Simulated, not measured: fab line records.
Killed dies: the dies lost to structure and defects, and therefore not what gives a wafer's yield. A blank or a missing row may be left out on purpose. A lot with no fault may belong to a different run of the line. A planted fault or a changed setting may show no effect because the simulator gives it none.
2 desks looking at one fault -- flow gf180mcu -- every desk sees just its own numbers, and what lay behind them comes last

## AT THE METROLOGY DESK
What the gauges read, lot by lot, whatever tool the lot ran on: means of the sampled wafers that have a number. Marked OUT: a lot whose mean sits more than 4 standard deviations from the usual mean, which makes it out of limits; the brackets give that distance.
Columns: A = cd nm at GF_PSD_CD_MEAS_07, usual 400.4 nm; B = PSD_TW at GF_PSD_TW_MEAS_11, usual 3171
lot,first seen here,A,B
L719,day 14 13:46,400.0,3190
L720,day 14 19:02,400.7,3129
L721,day 15 06:19,402.6,3190
L723,day 15 22:15,404.1,3169
L724,day 16 06:10,399.5,3204
L725,day 16 13:52,399.7,3152
L726,day 16 19:19,395.4,3203
L727,day 17 04:27,402.3,3133
L728,day 17 18:32,400.6,30 (-99 or more) OUT
L739,day 21 16:57,403.9,3162
L738,day 21 18:48,402.2,3177
L740,day 21 19:43,399.1,3158
L741,day 22 05:05,398.6,3154
Per this desk, out of limits: L728; the first was L728, day 17 18:56 (PSD_TW at GF_PSD_TW_MEAS_11). Within limits: L719, L720, L721, L723, L724, L725, L726, L727, L739, L738, L740, L741.

## THE TOOL OWNER'S DESK: plasma asher-02
The tool's own readings at GF_NSD_STRIP_11 (strips in O2/N2): means of the sampled wafers that have a number, for each lot that ran on this tool. Marked OUT: a lot whose mean sits more than 4 standard deviations from the usual mean, which makes it out of limits; the brackets give that distance.
Columns: A = drypump motor current A at GF_NSD_STRIP_11, usual 5.7 A; B = heater power w at GF_NSD_STRIP_11, usual 342 W; C = oes product au at GF_NSD_STRIP_11, usual 0.487 a.u.; D = strip time to endpoint s at GF_NSD_STRIP_11, usual 22.96 s
lot,first seen here,A,B,C,D
L719,day 13 17:16,5.6,328,0.487,22.97
L725,day 15 16:37,5.9,322,0.488,22.95
L726,day 15 21:43,5.9,325,0.484,22.98
L727,day 16 06:07,5.7,329,0.487,23.00
L728,day 16 19:37,5.9,323,0.556 (+17) OUT,-
This desk's finding: out of limits on L728; first on L728, day 16 19:37 (oes product au at GF_NSD_STRIP_11). Within limits: L719, L725, L726, L727.

## BROUGHT TOGETHER
At day 16 19:37, on L728, the tool owner's desk was in a position to raise an alarm.
An alarm was possible from the metrology desk at day 17 18:56, on L728.
On plasma asher-02, each named lot ran GF_NSD_STRIP_11.

## WHAT WAS PUT IN BY THE SIMULATOR
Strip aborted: plasma asher-02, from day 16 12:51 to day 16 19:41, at GF_NSD_STRIP_11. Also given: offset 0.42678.
Struck lots among those shown: L728.
Fault start to first reading out of limits, in hours, per desk: tool owner, 7; metrology, 30.
